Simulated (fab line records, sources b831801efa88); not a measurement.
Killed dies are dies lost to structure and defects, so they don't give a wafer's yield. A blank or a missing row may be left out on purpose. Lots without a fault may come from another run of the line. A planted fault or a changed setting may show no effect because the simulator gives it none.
Which tool did it? | flow sky130 | 6 lots, 18 wafers sampled, at 4 steps of a route of 708

WHAT THE GAUGES READ, wafer by wafer
SKY_PAD_OPEN_BOW_MEAS_13.
lot  | measured     | on            | PAD_OPEN_BOW (um)
L865 | day 45 20:47 | film_metro-03 | 55 53 61
L868 | day 46 11:47 | film_metro-04 | 55 53 50
L872 | day 47 19:23 | film_metro-03 | 45 51 46
L870 | day 47 23:06 | film_metro-01 | 47 51 50
L879 | day 49 04:23 | film_metro-04 | 38 37 30
L884 | day 50 09:35 | film_metro-01 | 44 44 36

WHICH TOOL RAN EACH LOT (tool, then ch and the chambers of the sampled wafers, then the start)
lot  | SKY_LI_CONTACT_SPUTTER_20    | SKY_METAL5_STRIP_16                  | SKY_PAD_OPEN_STRIP_08
L865 | pvd_sputter-01, day 29 14:10 | plasma_asher-01 ch 0,1, day 43 21:23 | plasma_asher-03 ch 0,1, day 45 18:40
L868 | pvd_sputter-02, day 30 09:31 | plasma_asher-03 ch 0,1, day 44 14:14 | plasma_asher-02 ch 1, day 46 09:40
L872 | pvd_sputter-02, day 31 18:05 | plasma_asher-01 ch 1, day 46 02:45   | plasma_asher-01 ch 0,1, day 47 17:17
L870 | pvd_sputter-01, day 31 21:26 | plasma_asher-01 ch 0,1, day 46 04:55 | plasma_asher-02 ch 0,1, day 47 21:00
L879 | pvd_sputter-03, day 34 02:38 | plasma_asher-04 ch 0,1, day 47 11:11 | plasma_asher-02 ch 0,1, day 49 02:17
L884 | pvd_sputter-01, day 35 10:44 | plasma_asher-03 ch 0,1, day 48 20:35 | plasma_asher-01 ch 0,1, day 50 07:29
- SKY_LI_CONTACT_SPUTTER_20: material TiN, target thk 20 nm, time 80 s.
- SKY_METAL5_STRIP_16: strips in O2/N2.
- SKY_PAD_OPEN_STRIP_08: strips in O2/N2.

THE ANSWER, worked out from the rows above alone
Rule: what is usual is taken from the lots themselves. Put in order of their means at a reading, lots are off if they are a third of the lots or fewer, leave a main group of 4 or more, and stand apart from it by a gap of 3 or more times the standard deviation of the main group's means; of several such gaps the widest counts. A main group whose means are all the same, to the digits that the tables above print for the reading, isn't used. A lot without any number at a reading at which 4 lots or more have one is off too. The other lots that the step has rows for count as sound.
No lot is off at any reading shown: from this, nothing can be told.

WHAT THE SIMULATOR HAD PUT IN
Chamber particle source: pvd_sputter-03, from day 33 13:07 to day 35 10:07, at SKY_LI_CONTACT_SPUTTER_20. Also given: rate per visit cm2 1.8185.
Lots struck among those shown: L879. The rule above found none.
